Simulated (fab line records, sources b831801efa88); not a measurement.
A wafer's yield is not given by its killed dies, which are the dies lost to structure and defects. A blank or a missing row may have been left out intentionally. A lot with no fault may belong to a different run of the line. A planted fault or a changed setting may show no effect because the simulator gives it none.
Matching of chambers :: flow sky130 :: SKY_FIELD_ISO_ETCH_17 on rie si-01 has 4 sister chambers
The step etches Si in HBr/Cl2/O2, target depth 342 nm, time 97.7 s. 8 wafers are shown with their chamber, then 8 later ones without.

WAFERS WITH THEIR CHAMBER
wafer: L513.4
chamber: 3
oes product au (a.u.): 1.000
throttle valve pct (%): 25.657

wafer: L528.3
chamber: 0
oes product au (a.u.): 1.003
throttle valve pct (%): 25.677

wafer: L528.4
chamber: 1
oes product au (a.u.): 1.001
throttle valve pct (%): 25.656

wafer: L528.5
chamber: 2
oes product au (a.u.): 0.995
throttle valve pct (%): 25.647

wafer: L530.2
chamber: 3
oes product au (a.u.): 0.994
throttle valve pct (%): 25.675

wafer: L530.3
chamber: 1
oes product au (a.u.): 0.994
throttle valve pct (%): 25.647

wafer: L530.4
chamber: 2
oes product au (a.u.): 0.985
throttle valve pct (%): 25.658

wafer: L533.1
chamber: 0
oes product au (a.u.): 1.012
throttle valve pct (%): 25.642

WAFERS MISSING THEIR CHAMBER
wafer: L533.4
oes product au (a.u.): 0.976
throttle valve pct (%): 25.654

wafer: L533.5
oes product au (a.u.): 0.979
throttle valve pct (%): 25.654

wafer: L534.1
oes product au (a.u.): 0.986
throttle valve pct (%): 25.666

wafer: L534.2
oes product au (a.u.): 0.999
throttle valve pct (%): 25.644

wafer: L534.4
oes product au (a.u.): 0.996
throttle valve pct (%): 25.639

wafer: L535.2
oes product au (a.u.): 1.021
throttle valve pct (%): 25.651

wafer: L535.4
oes product au (a.u.): 1.000
throttle valve pct (%): 25.646

wafer: L535.5
oes product au (a.u.): 0.993
throttle valve pct (%): 25.661

EACH ONE'S CHAMBER
wafer: L533.4
from the rows above: can't be placed: 2 or 3 or 1
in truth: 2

wafer: L533.5
from the rows above: can't be placed: 2 or 1 or 3
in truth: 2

wafer: L534.1
from the rows above: can't be placed: 2 or 3 or 1
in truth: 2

wafer: L534.2
from the rows above: can't be placed: 1 or 3 or 2 or 0
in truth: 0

wafer: L534.4
from the rows above: can't be placed: 1 or 2 or 3 or 0
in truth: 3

wafer: L535.2
from the rows above: can't be placed: 0 or 1 or 3
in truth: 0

wafer: L535.4
from the rows above: can't be placed: 1 or 3 or 0 or 2
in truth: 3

wafer: L535.5
from the rows above: can't be placed: 3 or 2 or 1 or 0
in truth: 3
Correct placement for 0 of the 8. Unplaceable from these rows: 8, with the true chamber sitting among the candidates in 8. Wrongly placed: 0.
How it was worked out, from the rows above alone: a wafer's distance from a chamber is the root of the sum, over the readings, of the square of ((its reading less the chamber's mean) divided by the reading's scatter). If the next closest chamber is less than 2 further off than the closest, the wafer can't be placed; otherwise it belongs to the closest. The mean given for a chamber averages the wafers shown for that chamber. The scatter is the square root of a quotient: the sum, over the shown wafers, of each reading's squared deviation from its chamber's mean, divided by wafers minus chambers.
